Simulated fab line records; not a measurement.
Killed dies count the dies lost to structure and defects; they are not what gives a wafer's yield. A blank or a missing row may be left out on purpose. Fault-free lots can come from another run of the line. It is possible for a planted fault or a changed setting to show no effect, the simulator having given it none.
Matching of chambers :: flow gf180mcu :: 4 sister chambers for GF_V4_CMP_26 on cmp-02
The step polishes, stops on SiO2, t overpolish 15 s, target thk 0 nm. 4 wafers are shown with their chamber, then 9 later ones without.

WAFERS WITH THEIR CHAMBER
wafer: L491.1
chamber: 2
time to endpoint s (s): 73

wafer: L491.6
chamber: 1
time to endpoint s (s): 85

wafer: L493.1
chamber: 3
time to endpoint s (s): 78

wafer: L493.5
chamber: 0
time to endpoint s (s): 86

WAFERS WITHOUT THEIR CHAMBER
wafer: L495.2
time to endpoint s (s): 79

wafer: L495.3
time to endpoint s (s): 92

wafer: L495.6
time to endpoint s (s): 80

wafer: L498.2
time to endpoint s (s): 90

wafer: L498.3
time to endpoint s (s): 86

wafer: L498.4
time to endpoint s (s): 79

wafer: L499.1
time to endpoint s (s): 73

wafer: L499.2
time to endpoint s (s): 83

wafer: L499.6
time to endpoint s (s): 86

CHAMBER TAKEN BY EACH
wafer: L495.2
from the rows above: can't be placed: 3 or 1 or 2
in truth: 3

wafer: L495.3
from the rows above: can't be placed: 0 or 1
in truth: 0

wafer: L495.6
from the rows above: can't be placed: 3 or 1 or 0 or 2
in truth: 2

wafer: L498.2
from the rows above: can't be placed: 0 or 1
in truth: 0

wafer: L498.3
from the rows above: can't be placed: 0 or 1
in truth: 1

wafer: L498.4
from the rows above: can't be placed: 3 or 1 or 2
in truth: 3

wafer: L499.1
from the rows above: can't be placed: 2 or 3
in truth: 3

wafer: L499.2
from the rows above: can't be placed: 1 or 0 or 3
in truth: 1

wafer: L499.6
from the rows above: can't be placed: 0 or 1
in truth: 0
Placed correctly: 0 of 9. Can't be placed from these rows: 9 (the true chamber is among the candidates in 9). Number placed wrongly: 0.
How it was worked out, from the rows above alone: a wafer's distance from a chamber is the root of the sum, over the readings, of the square of ((its reading less the chamber's mean) divided by the reading's scatter). If the next closest chamber is less than 2 further off than the closest, the wafer can't be placed; otherwise it belongs to the closest. Each chamber's mean is taken over the wafers shown for it. The scatter: with one shown wafer a chamber, the root of the mean of the squares of how far each hidden wafer lies from its nearest shown one.
